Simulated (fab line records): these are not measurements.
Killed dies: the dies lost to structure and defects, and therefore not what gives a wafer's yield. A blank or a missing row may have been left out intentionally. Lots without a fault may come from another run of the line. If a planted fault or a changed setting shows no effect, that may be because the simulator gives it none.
Matching of chambers | flow gf180mcu | cmp-01 running GF_V1_CMP_26: 4 sister chambers
The step polishes, stops on SiO2, t overpolish 15 s, target thk 0 nm. 18 wafers are shown with their chamber, then 9 later ones without.

## EACH WAFER AND ITS CHAMBER
wafer  | chamber | motor-current-A (A) | overpolish-run-s (s) | time-to-endpoint-s (s)
L645.1 | 3       | 10.0                | 14.991               | 81
L645.3 | 0       | 11.6                | 14.993               | 83
L645.4 | 2       | 11.9                | 15.010               | 83
L648.1 | 0       | 11.9                | 14.992               | 84
L648.3 | 2       | 11.5                | 15.009               | 86
L648.5 | 0       | 11.9                | 14.994               | 86
L651.1 | 1       | 12.7                | 14.997               | 85
L651.3 | 0       | 12.1                | 14.997               | 90
L651.6 | 1       | 12.2                | 14.999               | 85
L652.1 | 3       | 9.0                 | 14.996               | 85
L652.3 | 0       | 12.0                | 14.992               | 86
L652.6 | 1       | 12.0                | 14.980               | 87
L655.1 | 3       | 9.7                 | 15.016               | 81
L655.2 | 1       | 12.4                | 14.991               | 79
L655.3 | 0       | 12.4                | 15.000               | 85
L658.1 | 2       | 11.8                | 15.018               | 83
L658.5 | 2       | 10.6                | 15.006               | 81
L658.6 | 1       | 12.4                | 15.006               | 74

SIGNATURES (means of the wafers above)
reading            | chamber 0 | chamber 1 | chamber 2 | chamber 3 | scatter within a chamber
motor-current-A    | 11.983    | 12.340    | 11.450    | 9.567     | 0.396
overpolish-run-s   | 14.99467  | 14.99460  | 15.01075  | 15.00100  | 0.00784
time-to-endpoint-s | 85.67     | 82.00     | 83.25     | 82.33     | 3.47
Rule: distance of a wafer from a chamber = root of the sum over the readings of ((wafer's reading minus chamber's mean) / reading's scatter) squared. The wafer belongs to the nearest chamber; if the next one is less than 2 further off, it can't be placed. The scatter: the root of (the sum of the squares of (reading less its chamber's mean) over the shown wafers, divided by (wafers less chambers)).

## WAFERS MISSING THEIR CHAMBER
wafer  | motor-current-A (A) | overpolish-run-s (s) | time-to-endpoint-s (s)
L659.3 | 11.4                | 14.981               | 80
L659.5 | 12.4                | 15.008               | 74
L659.6 | 11.4                | 15.000               | 80
L660.1 | 9.9                 | 14.986               | 80
L660.2 | 10.9                | 15.005               | 89
L660.5 | 11.2                | 14.995               | 84
L666.4 | 12.9                | 15.009               | 78
L666.5 | 12.7                | 15.005               | 79
L666.6 | 11.9                | 15.007               | 84

## THE CHAMBER EACH PASSED THROUGH
wafer  | from the rows above          | in truth
L659.3 | can't be placed: 0 or 1 or 2 | 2
L659.5 | can't be placed: 1 or 2 or 0 | 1
L659.6 | can't be placed: 2 or 0 or 1 | 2
L660.1 | 3                            | 3
L660.2 | can't be placed: 2 or 0 or 3 | 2
L660.5 | can't be placed: 0 or 2 or 1 | 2
L666.4 | can't be placed: 1 or 0 or 2 | 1
L666.5 | can't be placed: 1 or 0 or 2 | 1
L666.6 | can't be placed: 2 or 0 or 1 | 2
1 of 9 placed correctly. These rows do not allow placing 8 (true chamber among the candidates in 8). Placed wrongly: 0.
